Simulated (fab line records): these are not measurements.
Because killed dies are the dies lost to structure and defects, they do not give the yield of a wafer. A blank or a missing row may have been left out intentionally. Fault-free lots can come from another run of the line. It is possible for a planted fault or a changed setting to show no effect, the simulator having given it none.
fab line records	flow sky130
record: lots: 6	wafers: 18	last_day: 50
route steps=708 shown POLY_GATE@217 LDD_N@237
lots that met no fault: from a run of the same line without faults
start_h: the number of hours between the record's first day and the start of the first shown wafer of the lot	wait_h: hours since the lot's step before	" the same as in the row above	L1.1+2: several wafers, shown together as one row	- value missing, or start not given	* or withheld: withheld	< > ~ a bound
route shown NAME@n: names a module that has steps shown in the file, with the first one's number in the route	usual: mean and standard deviation over wafers with no fault	same: alike in all rows	chamber/n: place in a boat	sites: the reading at each site	_std_site: the standard deviation of these	_edge_site: the outer-site mean with the inner-site mean subtracted	radius_mm: how far each site lies from the wafer's centre	mask NAME#n: copy n	behind: the tool/chamber that last shaped the wafer	hold: cause of the lot's hold/its duration in hours/its outcome	device: names the non-switching transistor (n, p or np)	end of line: tests run on the same wafers once the route is complete	a step with no rows: only its recipe	killed: the dies lost at the first sort to structure and to defects; this is not the yield of the wafer	map: shows each die of a wafer: x if killed, . if not, _ if none is there
set.NAME: the setting as run; set.NAME@STEP: as run at that earlier step	model.NAME: the simulator's own value behind a step, which no gauge read
certain route steps with their lots: each step a table, each wafer a row
services: from which hour (start_h, from the record's first day; less than 0 if before it) a tool's chamber was out of use, for how many hours, and why
== steps ==
step: SKY_POLY_GATE_CVD_03
recipe: material: Si3N4	precursor: DCS/NH3	target_thk_nm: 75	temp_c: 770	time_s: 1290	pressure_mtorr: 250
step: SKY_POLY_GATE_THK_MEAS_04
recipe: reads: Si3N4_of_POLY_GATE_CVD_03
usual: POLY_GATE_CVD_03_THK: 74.8/0.91
lot.wafer	tool	chamber	start_h	wait_h	POLY_GATE_CVD_03_THK[nm]
L907.1	film_metro-03	-	371.57	0.0	74.6
L907.2	"	-	"	"	74.0
L907.6	"	-	"	"	74.7
L908.1	film_metro-01	-	377.96	0.0	75.4
L908.3	"	-	"	"	75.8
L908.5	"	-	"	"	75.3
L910.1	film_metro-03	-	403.98	0.0	75.0
L910.2	"	-	"	"	75.1
L910.5	"	-	"	"	74.6
L912.1	film_metro-04	-	406.54	0.0	74.5
L912.3	"	-	"	"	75.7
L912.4	"	-	"	"	75.3
L926.1	film_metro-04	-	526.25	0.0	73.1
L926.2	"	-	"	"	73.0
L926.3	"	-	"	"	73.8
L927.2	film_metro-03	-	533.06	0.0	75.9
L927.4	"	-	"	"	75.6
L927.5	"	-	"	"	76.5
step: SKY_POLY_GATE_DEHYDRATE_05
recipe: temp_c: 200	time_s: 60
step: SKY_POLY_GATE_HMDS_06
recipe: prime_time_s: 60	prime_temp_c: 120
step: SKY_POLY_GATE_COAT_07
recipe: resist: BARC	temp_c: withheld	time_s: withheld	spin_rpm: 3000	resist_thk_nm: 110
step: SKY_POLY_GATE_COAT_08
recipe: resist: KrF-thick	spin_rpm: 3000	resist_thk_nm: 450
step: SKY_POLY_GATE_SOFTBAKE_09
recipe: temp_c: 100	time_s: 90	resist: KrF-thick
step: SKY_POLY_GATE_EXPOSE_10
recipe: mask_id: P1M	na: 0.68	source_shape: conventional	sigma_outer: 0.6	target_cd_nm: 150	dose_mj: 28
step: SKY_POLY_GATE_PEB_11
recipe: peb_temp_c: withheld	peb_time_s: withheld	resist: KrF-thick
step: SKY_POLY_GATE_DEVELOP_12
recipe: develop_time_s: 60	resist: KrF-thick	dev_temp_c: 21
step: SKY_POLY_GATE_CD_MEAS_13
recipe: target_cd_nm: 150
usual: cd_nm: 150.0/1.3
lot.wafer	tool	chamber	start_h	wait_h	cd_nm
L907.1	cd_sem-02	-	400.51	-	152.1
L907.2	"	-	"	"	152.5
L907.6	"	-	"	"	152.0
L908.1	cd_sem-01	-	407.01	-	150.5
L908.3	"	-	"	"	151.9
L908.5	"	-	"	"	151.9
L910.1	cd_sem-01	-	434.41	-	151.2
L910.2	"	-	"	"	149.9
L910.5	"	-	"	"	150.8
L912.1	cd_sem-02	-	436.71	-	148.9
L912.3	"	-	"	"	149.0
L912.4	"	-	"	"	148.3
L926.1	cd_sem-02	-	555.86	-	149.5
L926.2	"	-	"	"	149.8
L926.3	"	-	"	"	148.9
L927.2	cd_sem-01	-	562.93	-	149.1
L927.4	"	-	"	"	149.8
L927.5	"	-	"	"	148.9
step: SKY_POLY_GATE_OVL_MEAS_14
usual: POLY_GATE_OVL: -1/7.6
lot.wafer	tool	chamber	start_h	wait_h	POLY_GATE_OVL[nm]
L907.1	overlay-02	-	400.63	0.1	-6
L907.2	"	-	"	"	7
L907.6	"	-	"	"	-2
L908.1	overlay-01	-	407.13	0.1	5
L908.3	"	-	"	"	4
L908.5	"	-	"	"	-1
L910.1	overlay-02	-	434.53	0.1	-4
L910.2	"	-	"	"	-4
L910.5	"	-	"	"	-3
L912.1	overlay-02	-	436.83	0.1	5
L912.3	"	-	"	"	-1
L912.4	"	-	"	"	-2
L926.1	overlay-01	-	555.98	0.1	5
L926.2	"	-	"	"	2
L926.3	"	-	"	"	10
L927.2	overlay-01	-	563.03	0.1	-13
L927.4	"	-	"	"	-12
L927.5	"	-	"	"	-20
step: SKY_POLY_GATE_ETCH_15
recipe: chemistry: N2/H2	target: BARC	ion_energy_ev: 200	source_w: 500	bias_w: 100	pressure_mtorr: 30	n2_flow_sccm: 100	h2_flow_sccm: 200	stop_on: SiO2	time_s: 118.5	target_depth_a: 1100
usual: bias_w: 100.0/0.32	chamber_pressure_mTorr: 30.000/0.025	drypump_motor_current_A: 5.6/0.45	oes_product_au: 0.715/0.0045	throttle_valve_pct: 13.213/0.0091
lot.wafer	tool	chamber	start_h	wait_h	bias_w	chamber_pressure_mTorr	drypump_motor_current_A	oes_product_au	rf_hours_counter_h	throttle_valve_pct	model.KrF-thick_of_POLY_GATE_COAT_08.thk_nm
L907.1	rie_diel-04	3	400.66	0.0	100.2	30.015	4.9	0.716	26	13.226	342.8
L907.2	"	0	"	"	100.2	30.007	5.8	0.708	55	13.220	346
L907.6	"	0	"	"	100.0	30.025	5.8	0.716	-	13.219	345.8
L908.1	rie_diel-04	0	407.16	0.0	100.1	30.033	5.8	0.715	56	13.217	344.1
L908.3	"	1	"	"	100.0	29.995	5.5	0.714	5	13.216	340.3
L908.5	"	3	"	"	99.4	29.993	4.9	0.718	-	13.216	338.7
L910.1	rie_diel-04	3	434.57	0.0	-	-	-	-	-	-	434.9
L910.2	"	0	"	"	-	-	-	-	-	-	436.6
L910.5	"	2	"	"	-	-	-	-	-	-	436.8
L912.1	rie_diel-01	1	436.86	0.0	-	-	-	-	-	-	434.1
L912.3	"	0	"	"	-	-	-	-	-	-	436.1
L912.4	"	2	"	"	-	-	-	-	-	-	433.9
L926.1	rie_diel-02	3	556.01	0.0	99.7	29.956	6.1	0.713	4	13.218	344.1
L926.2	"	0	"	"	100.4	29.992	5.1	0.714	2	13.206	342.5
L926.3	"	1	"	"	99.7	30.000	5.5	0.710	1	13.210	343.1
L927.2	rie_diel-04	0	563.06	0.0	99.8	30.017	5.8	0.717	59	13.210	345.8
L927.4	"	1	"	"	100.2	30.005	5.5	0.715	8	13.204	343.7
L927.5	"	1	"	"	99.9	30.001	5.5	0.711	-	13.221	343.5
step: SKY_POLY_GATE_ETCH_16
recipe: stop_on: poly-Si	chemistry: CH3F/O2	target: Si3N4	source_w: 400	bias_w: 80	pressure_mtorr: 25	ch3f_flow_sccm: 40	O2_flow_sccm: 30	time_s: 147.5	target_depth_a: 750
usual: O2_flow_sccm: 30.01/0.085	bias_w: 80.04/0.24	drypump_motor_current_A: 5.6/0.45	oes_product_au: 0.639/0.0059	throttle_valve_pct: 10.535/0.0093
lot.wafer	tool	chamber	start_h	wait_h	O2_flow_sccm	bias_w	drypump_motor_current_A	oes_product_au	rf_hours_counter_h	throttle_valve_pct
L907.1	rie_diel-04	3	400.75	0.0	30.01	80.01	4.9	0.642	26	10.541
L907.2	"	0	"	"	30.07	80.10	5.7	0.632	55	10.530
L907.6	"	0	"	"	30.11	80.17	5.8	0.643	-	10.543
L908.1	rie_diel-04	0	407.25	0.0	30.11	79.53	5.8	0.640	56	10.547
L908.3	"	1	"	"	30.06	80.18	5.5	0.644	6	10.533
L908.5	"	3	"	"	29.90	80.31	4.9	0.642	-	10.548
L910.1	rie_diel-04	3	434.65	0.0	30.00	79.65	4.9	0.373	27	10.504
L910.2	"	0	"	"	29.97	80.20	5.8	0.376	56	10.489
L910.5	"	2	"	"	30.00	79.81	6.2	0.376	-	10.490
L912.1	rie_diel-01	1	436.95	0.0	30.03	80.24	5.4	0.375	2	10.508
L912.3	"	0	"	"	29.98	80.12	5.0	0.373	4	10.502
L912.4	"	2	"	"	30.03	79.43	5.9	0.373	68	10.486
L926.1	rie_diel-02	3	556.10	0.0	29.97	80.31	6.1	0.632	4	10.533
L926.2	"	0	"	"	29.89	79.81	5.1	0.630	2	10.546
L926.3	"	1	"	"	29.90	80.27	5.5	0.627	1	10.529
L927.2	rie_diel-04	0	563.15	0.0	30.14	80.47	5.8	0.640	59	10.539
L927.4	"	1	"	"	30.03	80.10	5.5	0.644	8	10.542
L927.5	"	1	"	"	29.93	80.21	5.5	0.642	-	10.529
step: SKY_POLY_GATE_ETCH_17
recipe: target_depth_nm: 180	stop_on: SiO2	over_etch_frac: 0.56667	chemistry: HBr/Cl2	target: poly-Si	icp_w: 400	bias_w: 100	pressure_mtorr: 10	HBr_flow_sccm: 150	Cl2_flow_sccm: 50	time_s: 70.5
usual: HBr_flow_sccm: 150.0/0.46	bias_w: 99.98/0.28	drypump_motor_current_A: 5.5/0.38	he_backside_leak_sccm: 2.69/0.26	oes_product_au: 0.986/0.008	throttle_valve_pct: 33.684/0.0087
lot.wafer	tool	chamber	start_h	wait_h	HBr_flow_sccm	bias_w	drypump_motor_current_A	he_backside_leak_sccm	oes_product_au	rf_hours_counter_h	throttle_valve_pct	model.KrF-thick_of_POLY_GATE_COAT_08.thk_nm
L907.1	rie_si-01	2	400.85	0.0	149.9	100.23	6.2	2.59	0.981	18	33.693	134.9
L907.2	"	0	"	"	150.3	100.47	5.3	2.49	0.973	4	33.701	139.2
L907.6	"	3	"	"	150.2	99.92	6.1	3.01	0.981	-	33.677	140.7
L908.1	rie_si-02	0	407.35	0.0	149.9	100.36	5.5	2.92	0.978	37	33.683	142.8
L908.3	"	1	"	"	150.7	99.95	5.4	2.96	0.982	6	33.664	135.5
L908.5	"	3	"	"	149.9	99.91	5.3	2.98	0.992	-	33.663	133
L910.1	rie_si-02	1	434.75	0.0	150.1	99.83	5.3	3.10	0.266	6	33.689	226.4
L910.2	"	0	"	"	149.7	99.68	5.5	2.78	0.271	38	33.705	232.6
L910.5	"	0	"	"	150.4	100.35	5.5	2.81	0.270	-	33.693	230
L912.1	rie_si-01	1	437.04	0.0	150.2	99.83	5.4	2.51	0.289	1	33.680	228.4
L912.3	"	2	"	"	149.8	100.61	6.2	2.36	0.278	19	33.702	235.6
L912.4	"	0	"	"	150.8	99.79	5.3	2.82	0.271	4	33.671	230.7
L926.1	rie_si-02	2	556.20	0.0	149.5	99.72	5.0	2.30	1.001	3	33.688	141.4
L926.2	"	3	"	"	150.3	99.98	5.2	2.87	0.986	2	33.683	140.4
L926.3	"	1	"	"	150.8	99.76	5.3	2.75	0.981	7	33.683	141.9
L927.2	rie_si-01	1	563.24	0.0	150.4	100.09	5.4	2.43	1.002	2	33.679	141.1
L927.4	"	3	"	"	150.5	100.57	6.0	2.87	0.985	0	33.675	140
L927.5	"	2	"	"	150.5	99.84	6.2	2.54	0.976	-	33.704	140.4
step: SKY_POLY_GATE_STRIP_18
recipe: chemistry: O2/N2	power_w: 1400	pressure_mtorr: 1500	platen_temp_c: withheld	o2_flow_sccm: 3000	n2_flow_sccm: 300	overash_fraction: 0.5
usual: drypump_motor_current_A: 5.7/0.47	oes_product_au: 0.361/0.0049	strip_time_to_endpoint_s: 3.17/0.044
lot.wafer	tool	chamber	start_h	wait_h	drypump_motor_current_A	oes_product_au	rf_hours_counter_h	strip_time_to_endpoint_s
L907.1	plasma_asher-02	1	400.90	0.0	5.0	0.362	74	3.12
L907.2	"	0	"	"	6.0	0.358	74	3.16
L907.6	"	1	"	"	5.0	0.367	-	3.19
L908.1	plasma_asher-03	0	407.40	0.0	6.4	0.361	30	3.18
L908.3	"	0	"	"	6.3	0.350	-	3.12
L908.5	"	1	"	"	5.9	0.360	-	3.08
L910.1	plasma_asher-02	1	434.80	0.0	5.0	0.401	0	4.11
L910.2	"	0	"	"	6.0	0.409	0	4.15
L910.5	"	1	"	"	5.0	0.393	-	4.13
L912.1	plasma_asher-02	1	437.10	0.0	4.9	0.403	1	4.11
L912.3	"	0	"	"	6.0	0.408	-	4.18
L912.4	"	1	"	"	5.0	0.399	-	4.11
L926.1	plasma_asher-02	1	556.25	0.0	5.0	0.366	12	3.18
L926.2	"	0	"	"	6.0	0.367	12	3.17
L926.3	"	1	"	"	5.0	0.356	-	3.17
L927.2	plasma_asher-04	1	563.30	0.0	5.6	0.364	75	3.18
L927.4	"	0	"	"	6.0	0.356	-	3.15
L927.5	"	0	"	"	6.0	0.371	-	3.17
step: SKY_POLY_GATE_CLEAN_19
recipe: chemistry: SC1/SC2	mix: 1:4:20	temp_c: 70	time_s: 150	dry: n2_spin
step: SKY_POLY_GATE_OXIDATION_20
recipe: temp_c: 850	ambient: O2	stabilise_s: 600	purge_s: 300	target_thk_a: 40	ox_time_s: 899
step: SKY_POLY_GATE_CD_MEAS_22
usual: cd_nm: 150.4/2.4
lot.wafer	tool	chamber	start_h	wait_h	cd_nm
L907.1	cd_sem-01	-	405.24	0.1	150.4
L907.2	"	-	"	"	149.5
L907.6	"	-	"	"	148.7
L908.1	cd_sem-02	-	411.19	0.1	148.1
L908.3	"	-	"	"	153.7
L908.5	"	-	"	"	154.0
L910.1	cd_sem-01	-	437.42	0.1	-
L910.2	"	-	"	"	-
L910.5	"	-	"	"	-
L912.1	cd_sem-02	-	438.67	0.1	-
L912.3	"	-	"	"	-
L912.4	"	-	"	"	-
L926.1	cd_sem-02	-	558.28	0.1	148.8
L926.2	"	-	"	"	150.3
L926.3	"	-	"	"	153.7
L927.2	cd_sem-02	-	564.79	0.1	144.3
L927.4	"	-	"	"	149.9
L927.5	"	-	"	"	150.1
step: SKY_LDD_N_DEHYDRATE_00
recipe: temp_c: 200	time_s: 60
== services ==
tool	chamber	start_h	hours	kind
rie_si-02	3	382.12	8.6	repair
rie_diel-01	2	392.36	5.3	repair
rie_diel-01	-	399.01	2.8	pm
rie_diel-01	2	403.26	2.3	repair
rie_diel-01	1	405.51	4.4	repair
rie_si-01	-	405.71	14.6	pm
rie_si-02	1	412.45	3.0	repair
plasma_asher-02	-	421.25	9.0	pm
rie_si-02	-	433.85	0.1	repair
rie_diel-04	3	435.22	7.6	repair
rie_diel-04	2	453.79	16.6	repair
rie_si-01	0	464.82	3.3	repair
rie_si-01	1	466.82	3.1	repair
rie_diel-02	-	473.92	0.1	repair
plasma_asher-02	-	478.23	3.8	repair
rie_diel-04	1	481.99	29.5	repair
plasma_asher-02	-	491.20	1.4	repair
rie_diel-02	1	506.67	3.2	repair
rie_si-01	2	520.99	15.9	repair
rie_si-02	1	528.90	14.6	repair
rie_diel-04	1	534.06	15.2	repair
rie_diel-04	2	536.18	10.0	repair
rie_diel-04	0	537.94	7.6	repair
rie_diel-04	1	553.12	9.9	repair
== key ==
first_sign: step: SKY_POLY_GATE_ETCH_15	reading: tool_record	direction: missing
effect: step: SKY_POLY_GATE_ETCH_16	reading: oes_product_au	direction: down	sigmas: 45	usual: 0.639	struck: 0.374
effect: step: SKY_POLY_GATE_ETCH_17	reading: oes_product_au	direction: down	sigmas: 89	usual: 0.986	struck: 0.274
effect: step: SKY_POLY_GATE_STRIP_18	reading: strip_time_to_endpoint_s	direction: up	sigmas: 22	usual: *	struck: *
effect: step: SKY_POLY_GATE_CD_MEAS_22	reading: cd_nm	direction: missing
model_effect: step: SKY_POLY_GATE_ETCH_15	value: KrF-thick_of_POLY_GATE_COAT_08.thk_nm	without: 344	struck: 435.4
model_effect: step: SKY_POLY_GATE_ETCH_17	value: KrF-thick_of_POLY_GATE_COAT_08.thk_nm	without: 139.2	struck: 230.6
met_at SKY_POLY_GATE_ETCH_15
struck_wafers L910.1,L910.2,L910.5,L912.1,L912.3,L912.4
later_rows_left_out L910.1,L910.2,L910.5,L912.1,L912.3,L912.4
sort_left_out L910.1,L910.2,L910.5,L912.1,L912.3,L912.4
tester_left_out L910,L912
onset_between 407.16 434.57
fault: kind: skipped_step_whole	tool: rie_diel-01,rie_diel-04	chamber: -	onset_h: 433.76	steps: SKY_POLY_GATE_ETCH_15	scope: struck_lots_only
tester_left_out: of these lots the tester's yield and bins aren't shown, on N5 and GAA mostly nor the transistor test; their killed dies are dies lost to structure and defects alone, not to doping, threshold or leakage, so they don't give the yield
sort_left_out: the simulated sort isn't trusted on such a fault, so these wafers' sort isn't shown, and their yield isn't known
later_rows_left_out: the simulator's readings of these wafers behind a module that went badly wrong aren't trusted and aren't shown, but for the sort
